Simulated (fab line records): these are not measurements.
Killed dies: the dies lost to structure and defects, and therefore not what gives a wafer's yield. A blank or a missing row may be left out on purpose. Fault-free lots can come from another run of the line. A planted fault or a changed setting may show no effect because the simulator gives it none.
fab line records    flow sky130
record: lots: 6  wafers: 18  last_day: 49
route steps=708 shown METAL5@667 PASSIVATION@681 PAD_OPEN@694
lots with no fault: from the same line, run without faults
start_h: hours from the record's opening day to when the first of the lot's shown wafers began    wait_h: how many hours have passed since the lot's step before this one    " same as the row above    L1.1+2: one row covering several wafers at once    - no value present, or no start provided    * or withheld: withheld    < > ~ a bound
route shown NAME@n: NAME is a module with steps in the file, n the number in the route of the first one    usual: mean/standard deviation of fault-free wafers    same: alike in all rows    chamber/n: place in a boat    sites: per-site readings    _std_site: their standard deviation    _edge_site: outer sites' mean less inner sites'    radius_mm: for every site, how far away it sits from the centre of the wafer    mask NAME#n: copy n    behind: tool/chamber where the wafer was last shaped    hold: the reason the lot was held/the length of the hold in hours/how it ended    device: the n, p or np transistor that did not switch    end of line: the route-end tests of the same wafers    a step with no rows: only its recipe    killed: dies lost to structure and defects at the first sort, not the wafer's yield    map: a wafer's dies, x killed, . not, _ none there
set.NAME: the setting the step ran with; set.NAME@STEP: the setting that earlier step ran with    model.NAME: the simulator's own value behind a step, which no gauge read
lots at selected steps of the route; one table per step, one row per wafer
services: from which hour (start_h, from the record's first day; less than 0 if before it) a tool's chamber was out of use, for how many hours, and why
== steps ==
step: SKY_METAL5_THK_MEAS_06
recipe: thk_meas_gauge: xrf  reads: AlCu_of_METAL5_SPUTTER_02
usual: METAL5_ALCU_THK: 1131/13
lot.wafer  tool           chamber  start_h  wait_h  METAL5_ALCU_THK[nm]
L975.2     film_metro-01  -        1013.56  0.1     1115
L975.4     "              -        "        "       1114
L975.5     "              -        "        "       1111
L977.2     film_metro-04  -        1035.77  0.1     1142
L977.3     "              -        "        "       1131
L977.6     "              -        "        "       1125
L983.3     film_metro-01  -        1070.67  0.1     1128
L983.4     "              -        "        "       1134
L983.5     "              -        "        "       1123
L985.2     film_metro-01  -        1107.59  0.1     1116
L985.3     "              -        "        "       1125
L985.4     "              -        "        "       1121
L990.1     film_metro-01  -        1111.22  0.1     1127
L990.2     "              -        "        "       1117
L990.6     "              -        "        "       1125
L993.2     film_metro-01  -        1124.67  0.1     1131
L993.3     "              -        "        "       1108
L993.4     "              -        "        "       1115
step: SKY_METAL5_DEHYDRATE_07
recipe: temp_c: 200  time_s: 60
step: SKY_METAL5_HMDS_08
recipe: prime_time_s: 60  prime_temp_c: 120
step: SKY_METAL5_COAT_09
recipe: resist: NOVOLAK  spin_rpm: 3000  resist_thk_nm: 1800
step: SKY_METAL5_SOFTBAKE_10
recipe: temp_c: 90  time_s: 60  resist: NOVOLAK
step: SKY_METAL5_EXPOSE_11
recipe: mask_id: MM5  na: 0.6  source_shape: conventional  sigma_outer: 0.6  polarization: unpolarized  target_cd_nm: 1600  dose_mj: 190
step: SKY_METAL5_PEB_12
recipe: temp_c: withheld  time_s: *  resist: NOVOLAK
step: SKY_METAL5_DEVELOP_13
recipe: resist: NOVOLAK  developer: TMAH  develop_time_s: 60  dev_temp_c: 23
step: SKY_METAL5_DESCUM_14
recipe: chemistry: O2  source_power_w: 150  bias_power_w: 0  pressure_mtorr: 10  temp_c: 40  time_s: 11
usual: drypump_motor_current_A: 6.2/0.34  oes_product_au: 1.006/0.0086
lot.wafer  tool          chamber  start_h  wait_h  drypump_motor_current_A  oes_product_au  rf_hours_counter_h
L975.2     rie_metal-03  0        1035.53  0.1     6.5                      1.006           21
L975.4     "             1        "        "       5.7                      1.007           -
L975.5     "             0        "        "       6.5                      1.012           -
L977.2     rie_metal-04  0        1056.74  0.1     5.9                      1.003           7
L977.3     "             0        "        "       5.8                      1.023           -
L977.6     "             0        "        "       5.9                      1.019           -
L983.3     rie_metal-03  1        1091.55  0.1     5.7                      1.021           -
L983.4     "             1        "        "       5.7                      1.002           -
L983.5     "             1        "        "       5.7                      1.011           -
L985.2     rie_metal-04  1        1127.52  0.1     6.6                      1.006           16
L985.3     "             0        "        "       5.9                      1.017           -
L985.4     "             1        "        "       6.6                      1.004           -
L990.1     rie_metal-02  0        1130.69  0.1     6.4                      1.015           25
L990.2     "             1        "        "       6.1                      1.006           10
L990.6     "             1        "        "       6.1                      0.998           -
L993.2     rie_metal-04  0        1143.52  0.1     5.9                      1.015           16
L993.3     "             0        "        "       5.8                      1.014           -
L993.4     "             1        "        "       6.5                      1.000           -
step: SKY_METAL5_METAL_ETCH_15
recipe: target_depth_a: 12600  stop_on: SiO2  over_etch_frac: 0.2  time_s: 252  chemistry: Cl2/BCl3  resist_sidewall_deg: 86  pressure_mtorr: 10  icp_w: 900  bias_w: 48.5  Cl2_flow_sccm: 60  bcl3_flow_sccm: 30
step: SKY_METAL5_STRIP_16
recipe: chemistry: O2/N2  power_w: 1421  pressure_mtorr: 1500  platen_temp_c: withheld  o2_flow_sccm: 3000  n2_flow_sccm: 300  overash_fraction: 0.5
step: SKY_METAL5_STRIP_17
recipe: chemistry: post_etch_residue_remover  time_s: 1200  temp_c: 72.5
step: SKY_METAL5_CLEAN_18
recipe: chemistry: IPA  time_s: 180  temp_c: 25
lot.wafer   tool          chamber  start_h  wait_h
L975.2+4+5  wet_bench-04  2        1036.24  0.0
L977.2+3+6  wet_bench-03  3        1057.45  0.0
L983.3+4+5  wet_bench-04  0        1092.85  0.0
L985.2+3+4  wet_bench-03  2        1128.26  0.0
L990.1+2+6  wet_bench-03  0        1131.43  0.0
L993.2+3+4  wet_bench-03  0        1144.23  0.0
step: SKY_METAL5_CLEAN_19
recipe: chemistry: O3/DIW  dry: n2_spin
step: SKY_PASSIVATION_CVD_00
recipe: material: SiO2  target_thk_nm: 90  temp_c: 400  time_s: withheld  rf_w: 600
usual: heater_power_w: 683/160
lot.wafer  tool      chamber  start_h  wait_h  heater_power_w
L975.2     pecvd-03  2        1036.39  0.0     509
L975.4     "         1        "        "       687
L975.5     "         2        "        "       530
L977.2     pecvd-03  1        1057.60  0.0     699
L977.3     "         2        "        "       550
L977.6     "         0        "        "       799
L983.3     pecvd-01  0        1093.09  0.0     1057
L983.4     "         2        "        "       558
L983.5     "         1        "        "       607
L985.2     pecvd-04  2        1128.42  0.0     546
L985.3     "         1        "        "       674
L985.4     "         0        "        "       700
L990.1     pecvd-03  1        1131.58  0.0     684
L990.2     "         0        "        "       792
L990.6     "         0        "        "       815
L993.2     pecvd-01  1        1144.38  0.0     654
L993.3     "         0        "        "       1043
L993.4     "         1        "        "       650
step: SKY_PASSIVATION_THK_MEAS_01
recipe: reads: SiO2_of_PASSIVATION_CVD_00
usual: PASSIVATION_CVD_00_THK: 90.1/1.3
lot.wafer  tool           chamber  start_h  wait_h  PASSIVATION_CVD_00_THK[nm]
L975.2     film_metro-01  -        1036.42  -       88.2
L975.4     "              -        "        "       90.1
L975.5     "              -        "        "       90.5
L977.2     film_metro-01  -        1057.63  -       88.8
L977.3     "              -        "        "       88.8
L977.6     "              -        "        "       90.3
L983.3     film_metro-01  -        1093.14  -       88.9
L983.4     "              -        "        "       90.8
L983.5     "              -        "        "       89.6
L985.2     film_metro-03  -        1128.45  -       91.2
L985.3     "              -        "        "       91.5
L985.4     "              -        "        "       92.5
L990.1     film_metro-02  -        1131.60  -       89.7
L990.2     "              -        "        "       89.2
L990.6     "              -        "        "       91.6
L993.2     film_metro-02  -        1144.41  -       89.4
L993.3     "              -        "        "       88.9
L993.4     "              -        "        "       89.5
step: SKY_PASSIVATION_CVD_02
recipe: material: Si3N4  target_thk_nm: 540  temp_c: 400  time_s: withheld  rf_w: 450
step: SKY_PASSIVATION_THK_MEAS_03
recipe: reads: Si3N4_of_PASSIVATION_CVD_02
usual: PASSIVATION_CVD_02_THK: 541/6.7
lot.wafer  tool           chamber  start_h  wait_h  PASSIVATION_CVD_02_THK[nm]
L975.2     film_metro-03  -        1036.71  -       536
L975.4     "              -        "        "       541
L975.5     "              -        "        "       542
L977.2     film_metro-01  -        1057.92  -       536
L977.3     "              -        "        "       535
L977.6     "              -        "        "       545
L983.3     film_metro-01  -        1093.42  -       531
L983.4     "              -        "        "       540
L983.5     "              -        "        "       541
L985.2     film_metro-03  -        1128.73  -       535
L985.3     "              -        "        "       540
L985.4     "              -        "        "       546
L990.1     film_metro-02  -        1131.88  -       534
L990.2     "              -        "        "       539
L990.6     "              -        "        "       538
L993.2     film_metro-01  -        1144.69  -       536
L993.3     "              -        "        "       527
L993.4     "              -        "        "       540
step: SKY_PASSIVATION_DEHYDRATE_04
recipe: temp_c: 200  time_s: 60
step: SKY_PASSIVATION_HMDS_05
recipe: prime_time_s: 60  prime_temp_c: 120
step: SKY_PASSIVATION_COAT_06
recipe: spin_rpm: 2000  resist_thk_nm: 3000
step: SKY_PASSIVATION_SOFTBAKE_07
recipe: temp_c: 110  time_s: withheld
step: SKY_PASSIVATION_EXPOSE_08
recipe: mask_id: NSM  target_cd_nm: 3000  na: 0.57  dose_mj: 260
step: SKY_PASSIVATION_PEB_09
recipe: temp_c: 115  time_s: withheld
step: SKY_PASSIVATION_DEVELOP_10
recipe: develop_time_s: 60  dev_temp_c: 23
step: SKY_PASSIVATION_ETCH_11
recipe: chemistry: CF4/O2  target_depth_nm: 725  stop_on: AlCu  source_w: 800  bias_w: 150  pressure_mtorr: 150  cf4_flow_sccm: 80  O2_flow_sccm: 10  time_s: 161.1
step: SKY_PASSIVATION_STRIP_12
recipe: chemistry: O2/N2  power_w: 1400  pressure_mtorr: 1500  platen_temp_c: withheld  overash_fraction: 0.7  o2_flow_sccm: 3000  n2_flow_sccm: 300
usual: drypump_motor_current_A: 5.4/0.33  oes_product_au: 0.661/0.0044  strip_time_to_endpoint_s: 31.53/0.11
lot.wafer  tool             chamber  start_h  wait_h  drypump_motor_current_A  oes_product_au  rf_hours_counter_h  strip_time_to_endpoint_s
L975.2     plasma_asher-02  0        1058.16  0.1     5.1                      0.668           57                  31.48
L975.4     "                0        "        "       5.1                      0.652           -                   31.50
L975.5     "                0        "        "       5.1                      0.660           -                   31.44
L977.2     plasma_asher-01  1        1079.04  0.1     4.9                      0.663           36                  31.43
L977.3     "                1        "        "       4.9                      0.658           -                   31.45
L977.6     "                0        "        "       5.8                      0.662           -                   31.27
L983.3     plasma_asher-01  1        1113.43  0.1     4.9                      0.662           -                   31.52
L983.4     "                0        "        "       5.7                      0.659           -                   31.48
L983.5     "                1        "        "       4.9                      0.657           -                   31.41
L985.2     plasma_asher-02  0        1147.34  0.1     5.1                      0.661           66                  31.51
L985.3     "                0        "        "       5.1                      0.653           -                   31.53
L985.4     "                1        "        "       5.4                      0.656           -                   31.46
L990.1     plasma_asher-01  1        1150.59  0.1     4.9                      0.663           41                  31.72
L990.2     "                0        "        "       5.7                      0.659           41                  31.42
L990.6     "                1        "        "       4.9                      0.661           -                   31.49
L993.2     plasma_asher-01  0        1163.14  0.1     5.8                      0.666           43                  31.43
L993.3     "                0        "        "       5.7                      0.660           -                   31.59
L993.4     "                1        "        "       4.9                      0.662           -                   31.57
step: SKY_PAD_OPEN_DEHYDRATE_00
recipe: temp_c: 200  time_s: 60
step: SKY_PAD_OPEN_HMDS_01
recipe: prime_time_s: 60  prime_temp_c: 120
step: SKY_PAD_OPEN_COAT_02
recipe: spin_rpm: 2000  resist_thk_nm: 3000
step: SKY_PAD_OPEN_SOFTBAKE_03
recipe: temp_c: 110  time_s: withheld
step: SKY_PAD_OPEN_EXPOSE_04
recipe: mask_id: PDM  target_cd_nm: 60000  na: 0.57  dose_mj: 260
step: SKY_PAD_OPEN_PEB_05
recipe: temp_c: 115  time_s: withheld
step: SKY_PAD_OPEN_DEVELOP_06
recipe: develop_time_s: 60  dev_temp_c: 23
step: SKY_PAD_OPEN_ETCH_07
recipe: chemistry: CF4/O2  target_depth_nm: 725  stop_on: AlCu  source_w: 800  bias_w: 150  pressure_mtorr: 150  cf4_flow_sccm: 80  O2_flow_sccm: 10  time_s: 161.1
usual: cf4_flow_sccm: 79.99/0.24  drypump_motor_current_A: 5.5/0.52  oes_product_au: 0.978/0.0069  throttle_valve_pct: 5.965/0.0089
lot.wafer  tool         chamber  start_h  wait_h  cf4_flow_sccm  drypump_motor_current_A  oes_product_au  rf_hours_counter_h  throttle_valve_pct
L975.2     rie_diel-02  1        1078.99  -       80.09          4.9                      0.973           24                  5.953
L975.4     "            1        "        "       80.01          4.9                      0.968           -                   5.961
L975.5     "            2        "        "       80.17          4.7                      0.980           -                   5.991
L977.2     rie_diel-02  1        1099.52  -       79.88          4.9                      0.976           25                  5.957
L977.3     "            2        "        "       80.35          4.7                      0.964           16                  5.977
L977.6     "            0        "        "       79.89          4.8                      0.981           -                   5.965
L983.3     rie_diel-02  3        1133.42  -       80.25          5.5                      0.968           21                  5.966
L983.4     "            0        "        "       80.36          4.8                      0.980           -                   5.955
L983.5     "            1        "        "       79.97          4.9                      0.979           -                   5.963
L985.2     rie_diel-03  0        1164.94  -       80.57          5.6                      0.977           10                  5.966
L985.3     "            2        "        "       80.04          5.7                      0.981           18                  5.970
L985.4     "            1        "        "       79.71          5.9                      0.974           20                  5.954
L990.1     rie_diel-02  2        1168.19  -       79.88          4.7                      0.979           18                  5.964
L990.2     "            0        "        "       79.75          4.8                      0.970           12                  5.963
L990.6     "            2        "        "       80.03          4.7                      0.975           -                   5.975
L993.2     rie_diel-04  3        1180.45  -       79.58          5.5                      0.975           17                  5.971
L993.3     "            2        "        "       80.23          5.9                      0.966           28                  5.963
L993.4     "            0        "        "       80.28          6.3                      0.986           19                  5.966
step: SKY_PAD_OPEN_STRIP_08
recipe: chemistry: O2/N2  power_w: 1400  pressure_mtorr: 1500  platen_temp_c: withheld  overash_fraction: 0.7  o2_flow_sccm: 3000  n2_flow_sccm: 300
usual: drypump_motor_current_A: 5.7/0.43  oes_product_au: 0.663/0.0042  strip_time_to_endpoint_s: 37.07/0.1
lot.wafer  tool             chamber  start_h  wait_h  drypump_motor_current_A  oes_product_au  rf_hours_counter_h  strip_time_to_endpoint_s
L975.2     plasma_asher-03  1        1079.09  0.1     5.9                      0.662           97                  37.14
L975.4     "                0        "        "       5.3                      0.658           -                   37.19
L975.5     "                1        "        "       5.9                      0.661           -                   37.12
L977.2     plasma_asher-03  0        1099.62  0.1     5.3                      0.673           99                  37.03
L977.3     "                1        "        "       6.0                      0.667           -                   36.98
L977.6     "                1        "        "       5.9                      0.671           -                   36.90
L983.3     plasma_asher-01  0        1133.56  0.1     5.7                      0.668           -                   37.04
L983.4     "                1        "        "       4.9                      0.664           -                   37.00
L983.5     "                1        "        "       4.9                      0.656           -                   37.00
L985.2     plasma_asher-01  0        1165.04  0.1     5.8                      0.665           43                  36.96
L985.3     "                1        "        "       5.0                      0.666           -                   36.99
L985.4     "                0        "        "       5.7                      0.663           -                   37.06
L990.1     plasma_asher-04  1        1168.29  0.1     6.1                      0.658           10                  37.09
L990.2     "                0        "        "       6.1                      0.664           10                  37.07
L990.6     "                1        "        "       6.1                      0.669           -                   37.12
L993.2     plasma_asher-04  0        1180.56  0.1     6.1                      0.662           12                  37.04
L993.3     "                1        "        "       6.1                      0.665           -                   37.12
L993.4     "                0        "        "       6.2                      0.660           -                   37.02
step: SKY_PAD_OPEN_STRIP_09
recipe: chemistry: post_etch_residue_remover  time_s: 1200  temp_c: 72.5
step: SKY_PAD_OPEN_CLEAN_10
recipe: chemistry: IPA  time_s: 180  temp_c: 25
step: SKY_PAD_OPEN_CLEAN_11
recipe: chemistry: O3/DIW  dry: n2_spin
step: SKY_PAD_OPEN_ANNEAL_12
recipe: temp_c: 403.2  time_s: withheld  ambient: N2/H2  idle_temp_c: 300  ramp_up_c_per_min: 8  ramp_down_c_per_min: 4
step: SKY_PAD_OPEN_BOW_MEAS_13
recipe: mode: bow
usual: PAD_OPEN_BOW: 49/9.3
lot.wafer  tool           chamber  start_h  wait_h  PAD_OPEN_BOW[um]
L975.2     film_metro-01  -        1081.24  -       56
L975.4     "              -        "        "       56
L975.5     "              -        "        "       54
L977.2     film_metro-03  -        1101.73  -       57
L977.3     "              -        "        "       57
L977.6     "              -        "        "       53
L983.3     film_metro-04  -        1135.65  -       53
L983.4     "              -        "        "       47
L983.5     "              -        "        "       52
L985.2     film_metro-01  -        1167.19  -       36
L985.3     "              -        "        "       38
L985.4     "              -        "        "       40
L990.1     film_metro-01  -        1170.59  -       63
L990.2     "              -        "        "       64
L990.6     "              -        "        "       52
L993.2     film_metro-04  -        1182.67  -       61
L993.3     "              -        "        "       61
L993.4     "              -        "        "       61
step: SKY_PAD_OPEN_PROBE_99
usual: defect_limited_yield: 82.4/2.1  killed_at_M0_to_M3: 44/7.4  killed_at_M4_up: 3.2/2  killed_at_contacts: 24/5.1  killed_at_front_end: 15/4.8  killed_at_other: 0.2/0.46  killed_dies: 86/10  killed_on_rim: 17/3.6  killed_open: 47/7.5  killed_short: 39/7  sort_bin_3_pad_short: 0.9/0.4  sort_bin_5_function: 10.4/1.5  sort_bin_6_memory: 6.3/1.2  sort_n_pass: 406/10  sort_yield_pct: 82.4/2.1
same: gross_dies: 492  killed_at_back_side: 0  sort_bin_4_leakage[%]: 0  sort_bin_8_speed[%]: 0
lot.wafer  tool       chamber  start_h  wait_h  defect_limited_yield[%]  killed_at_M0_to_M3  killed_at_M4_up  killed_at_contacts  killed_at_front_end  killed_at_other  killed_dies  killed_on_rim  killed_open  killed_short  sort_bin_3_pad_short[%]  sort_bin_5_function[%]  sort_bin_6_memory[%]  sort_n_pass  sort_yield_pct[%]  model.etest.tester.sort_n_pass  model.etest.tester.sort_yield_pct  model.etest.tester.sort_bin_5_pct  model.etest.tester.sort_bin_3_pct
L975.2     prober-02  -        1081.39  0.1     83.5                     43                  3                23                  12                   0                81           16             41           40            0.8                      9.1                     6.5                   411          83.5               411                             83.54                              9.146                              0.813
L975.4     prober-02  -        1081.49  0.2     81.3                     46                  2                22                  22                   0                92           15             42           50            1.2                      11.2                    6.3                   400          81.3               400                             81.3                               11.18                              1.22
L975.5     prober-02  -        1081.54  0.2     81.9                     48                  2                32                  7                    0                89           18             48           39            1.4                      10.8                    5.9                   403          81.9               403                             81.91                              10.77                              1.423
L977.2     prober-01  -        1101.88  0.1     81.9                     32                  7                26                  23                   1                89           20             39           50            1.6                      9.8                     6.7                   403          81.9               403                             81.91                              9.756                              1.626
L977.3     prober-01  -        1101.93  0.2     84.6                     41                  4                22                  9                    0                76           14             34           40            1.2                      7.9                     6.3                   416          84.6               416                             84.55                              7.927                              1.22
L977.6     prober-01  -        1102.08  0.2     80.1                     55                  5                24                  14                   0                98           20             53           44            1.4                      11.2                    7.3                   394          80.1               394                             80.08                              11.18                              1.423
L983.3     prober-01  -        1135.83  0.2     86.2                     30                  2                21                  15                   0                68           15             41           27            0.8                      7.5                     5.5                   424          86.2               424                             86.18                              7.52                               0.813
L983.4     prober-01  -        1135.88  0.2     81.1                     48                  4                24                  17                   0                93           22             49           44            1.0                      12.2                    5.7                   399          81.1               399                             81.1                               12.2                               1.016
L983.5     prober-01  -        1135.93  0.2     79.1                     59                  1                19                  24                   0                103          19             56           47            1.2                      10.4                    9.3                   389          79.1               389                             79.06                              10.37                              1.22
L985.2     prober-02  -        1167.34  0.1     76.6                     51                  5                32                  27                   0                115          18             60           55            1.8                      12.6                    8.9                   377          76.6               377                             76.63                              12.6                               1.829
L985.3     prober-02  -        1167.39  0.2     79.3                     50                  4                28                  18                   2                102          27             60           40            1.0                      11.6                    8.1                   390          79.3               390                             79.27                              11.59                              1.016
L985.4     prober-02  -        1167.44  0.2     83.9                     33                  4                24                  17                   1                79           14             45           32            0.8                      9.8                     5.5                   413          83.9               413                             83.94                              9.756                              0.813
L990.1     prober-02  -        1170.71  0.1     73.2                     40                  49               28                  15                   0                132          24             51           33            4.1                      17.5                    5.3                   360          73.2               360                             73.17                              17.48                              4.065
L990.2     prober-02  -        1170.76  0.1     70.7                     45                  58               23                  18                   0                144          36             46           42            5.5                      16.1                    7.7                   348          70.7               348                             70.73                              16.06                              5.488
L990.6     prober-02  -        1170.96  0.2     70.9                     47                  61               17                  18                   0                143          32             43           43            6.1                      16.1                    6.9                   349          70.9               349                             70.94                              16.06                              6.098
L993.2     prober-02  -        1182.82  0.1     76.2                     27                  62               20                  8                    0                117          22             29           29            4.5                      13.6                    5.7                   375          76.2               375                             76.22                              13.62                              4.472
L993.3     prober-02  -        1182.87  0.2     74.2                     31                  55               25                  16                   0                127          28             37           39            3.5                      16.5                    5.9                   365          74.2               365                             74.19                              16.46                              3.455
L993.4     prober-02  -        1182.92  0.2     73.0                     41                  63               20                  8                    1                133          25             44           32            4.5                      16.1                    6.5                   359          73.0               359                             72.97                              16.06                              4.472
killed by level:class
L975.2 CONTACT:geometric_particle:open=9 VIA1:geometric_particle:open=8 VIA1:geometric_particle:short=7 LI_CONTACT:geometric_particle:open=5 METAL3:geometric_particle:short=5 VIA2:geometric_particle:open=5 VIA3:geometric_particle:open=5 CONTACT:geometric_particle:short=4
L975.4 VIA1:geometric_particle:open=10 METAL1:geometric_particle:short=7 LOCAL_INTERCONNECT:geometric_particle:short=6 CONTACT:geometric_particle:open=6 CONTACT:geometric_particle:short=6 VIA2:geometric_particle:open=6 VIA3:geometric_particle:open=6 FIELD_ISO:geometric_particle:short=5
L975.5 CONTACT:geometric_particle:open=13 VIA1:geometric_particle:open=12 VIA1:geometric_particle:short=8 LI_CONTACT:geometric_particle:open=6 VIA2:geometric_particle:open=6 METAL1:geometric_particle:short=5 LOCAL_INTERCONNECT:geometric_particle:open=4 CONTACT:geometric_particle:short=4
L977.2 CONTACT:geometric_particle:open=7 CONTACT:geometric_particle:short=6 METAL1:geometric_particle:short=6 VIA1:geometric_particle:open=6 POLY_GATE:geometric_particle:short=5 LI_CONTACT:geometric_particle:open=5 METAL4:geometric_particle:short=5 VIA1:geometric_particle:short=5
L977.3 CONTACT:geometric_particle:short=8 METAL1:geometric_particle:short=8 VIA2:geometric_particle:open=7 VIA1:geometric_particle:short=6 VIA1:geometric_particle:open=5 METAL2:geometric_particle:short=5 LI_CONTACT:geometric_particle:short=4 LI_CONTACT:geometric_particle:open=4
L977.6 VIA1:geometric_particle:open=12 LI_CONTACT:geometric_particle:open=8 METAL1:geometric_particle:short=8 VIA3:geometric_particle:open=7 LOCAL_INTERCONNECT:geometric_particle:short=6 VIA2:geometric_particle:open=6 POLY_GATE:geometric_particle:open=5 CONTACT:geometric_particle:open=5
L983.3 CONTACT:geometric_particle:open=11 FIELD_ISO:geometric_particle:open=7 VIA1:geometric_particle:open=6 VIA2:geometric_particle:open=5 LI_CONTACT:geometric_particle:open=4 FIELD_ISO:geometric_particle:short=3 LOCAL_INTERCONNECT:geometric_particle:short=3 CONTACT:geometric_particle:short=3
L983.4 CONTACT:geometric_particle:open=13 VIA1:geometric_particle:open=11 FIELD_ISO:geometric_particle:short=7 VIA3:geometric_particle:open=7 VIA1:geometric_particle:short=7 METAL2:geometric_particle:short=7 LOCAL_INTERCONNECT:geometric_particle:short=5 FIELD_ISO:geometric_particle:open=3
L983.5 VIA1:geometric_particle:open=14 CONTACT:geometric_particle:open=10 VIA1:geometric_particle:short=10 METAL1:geometric_particle:short=7 FIELD_ISO:geometric_particle:open=6 VIA2:geometric_particle:open=6 VIA3:geometric_particle:open=6 FIELD_ISO:geometric_particle:short=5
L985.2 VIA1:geometric_particle:open=17 CONTACT:geometric_particle:open=12 FIELD_ISO:geometric_particle:open=8 POLY_GATE:geometric_particle:short=7 LI_CONTACT:geometric_particle:open=7 METAL2:geometric_particle:short=7 FIELD_ISO:geometric_particle:short=6 METAL1:geometric_particle:short=6
L985.3 CONTACT:geometric_particle:open=13 VIA3:geometric_particle:open=11 VIA1:geometric_particle:open=11 METAL2:geometric_particle:short=9 VIA2:geometric_particle:open=8 LI_CONTACT:geometric_particle:open=4 LOCAL_INTERCONNECT:geometric_particle:short=4 CONTACT:geometric_particle:short=4
L985.4 VIA1:geometric_particle:open=11 CONTACT:geometric_particle:open=8 LI_CONTACT:geometric_particle:open=6 FIELD_ISO:geometric_particle:short=5 LOCAL_INTERCONNECT:geometric_particle:short=5 VIA3:geometric_particle:open=5 METAL2:geometric_particle:short=5 FIELD_ISO:geometric_particle:open=3
L990.1 METAL5:unspecified=48 CONTACT:geometric_particle:open=14 VIA2:geometric_particle:open=10 VIA3:geometric_particle:open=7 FIELD_ISO:geometric_particle:short=6 CONTACT:geometric_particle:short=6 VIA1:geometric_particle:short=6 LI_CONTACT:geometric_particle:open=5
L990.2 METAL5:unspecified=56 VIA3:geometric_particle:open=14 CONTACT:geometric_particle:open=10 FIELD_ISO:geometric_particle:short=7 POLY_GATE:geometric_particle:short=7 VIA2:geometric_particle:open=7 METAL1:geometric_particle:short=6 LI_CONTACT:geometric_particle:open=5
L990.6 METAL5:unspecified=57 VIA2:geometric_particle:open=9 METAL2:geometric_particle:short=7 VIA2:geometric_particle:short=7 VIA3:geometric_particle:open=7 POLY_GATE:geometric_particle:open=6 CONTACT:geometric_particle:open=6 VIA1:geometric_particle:short=6
L993.2 METAL5:unspecified=59 CONTACT:geometric_particle:open=8 METAL1:geometric_particle:short=5 VIA1:geometric_particle:open=5 VIA3:geometric_particle:open=4 LI_CONTACT:geometric_particle:short=3 LOCAL_INTERCONNECT:geometric_particle:short=3 CONTACT:geometric_particle:short=3
L993.3 METAL5:unspecified=51 VIA1:geometric_particle:short=9 CONTACT:geometric_particle:open=8 LI_CONTACT:geometric_particle:open=7 CONTACT:geometric_particle:short=5 FIELD_ISO:geometric_particle:open=4 METAL1:geometric_particle:short=4 VIA3:geometric_particle:open=4
L993.4 METAL5:unspecified=57 VIA1:geometric_particle:open=9 METAL1:geometric_particle:short=8 CONTACT:geometric_particle:open=8 VIA2:geometric_particle:open=7 VIA3:geometric_particle:open=7 POLY_GATE:geometric_particle:short=4 LI_CONTACT:geometric_particle:open=4
map L990.2 (x killed, . not)
__________..x..x...._________
________xx....x......._______
______.x..x..........x.._____
_____...x..x....x.x.x..xx____
____....x...x............x___
___...x......xx.x..xx.x...x__
__.x....x...........xx.....x_
_....x....x.x...........x.x..
_...................x........
_x.x.......xx...x..x..x......
_.x........x.x...............
_.....x.x.....x.............x
_.............x...xxx..x...x.
_..x..x...x........x..x......
_......xxx..x.......x........
__x....xxxxx...x.x.....x...._
___xxxxxxxxxxx.x.......x...__
____xxxxxxxxxxxx..x......x___
_____xxxxxxxxxxx...x.x..x____
______xxxxxxxxxxxxx....._____
________xxxxxx....x..._______
__________xxxxx..x.x_________
map L993.4 (x killed, . not)
__________x.x......._________
________......x...x..._______
______................x._____
_____.x....x.........x...____
____.......x..........x.x.___
___.x......x.........x..x.x__
__x.....x.xxx....x..x...x..._
_............x...x........x..
_..x.x....x..x....x.....x....
_....xx.........xx.x.....x.x.
_....x..x......x.....x.xx....
_.x.......x..........x.......
_.....x.....xx........xxx.x..
_......x.x.......x.x......x..
_..x...x.xxxx......x........x
__...xxxxxxxx..x.....x......_
___.xxx.xxxxxxx....x..x....__
____.x.xxxxxxxx..x........___
_____.xxxxxxxx...........____
______xxxxxxxxxx........_____
________xxxxxxx....x.._______
__________xxx..x.xx._________
== services ==
tool             chamber  start_h  hours  kind
rie_diel-02      2        1014.51  4.0    repair
pecvd-03         -        1018.43  1.3    repair
plasma_asher-02  -        1020.99  14.6   pm
pecvd-04         2        1024.04  6.1    repair
pecvd-01         1        1051.46  5.1    repair
plasma_asher-04  -        1055.25  9.0    pm
plasma_asher-03  -        1069.45  7.2    repair
rie_diel-02      3        1073.81  6.2    repair
rie_diel-04      0        1075.78  6.2    repair
rie_metal-02     1        1077.07  14.7   repair
rie_diel-03      2        1083.86  6.2    repair
rie_metal-03     -        1084.44  2.8    pm
plasma_asher-01  -        1088.18  14.6   pm
rie_diel-03      0        1089.61  4.8    repair
rie_metal-04     -        1096.20  4.3    pm
plasma_asher-01  -        1108.76  0.9    repair
rie_diel-03      -        1121.58  0.9    repair
rie_diel-02      3        1129.41  3.9    repair
rie_diel-02      2        1133.10  6.2    repair
plasma_asher-04  -        1135.16  2.7    repair
pecvd-04         -        1138.05  0.7    repair
wet_bench-03     -        1162.96  1.1    repair
wet_bench-03     -        1167.99  1.9    pm
plasma_asher-01  -        1179.68  2.8    pm
== key ==
first_sign: step: SKY_PAD_OPEN_PROBE_99  reading: killed_at_M4_up  direction: up  sigmas: 28  usual: 3.2  struck: 58
effect: step: SKY_PAD_OPEN_PROBE_99  reading: sort_bin_3_pad_short  direction: up  sigmas: 9.5  usual: 0.9  struck: 4.7
model_effect: step: SKY_PAD_OPEN_PROBE_99  value: etest.tester.sort_n_pass  without: 406.7  struck: 359.3
met_at SKY_METAL5_CLEAN_18
struck_wafers L990.1,L990.2,L990.6,L993.2,L993.3,L993.4
onset_between 1128.26 1131.43
also_fits time
fault: kind: chamber_particle_source  tool: wet_bench-03  chamber: -  onset_h: 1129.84  steps: SKY_METAL5_CLEAN_18  rate_per_visit_cm2: 1.4501  end_h: 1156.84
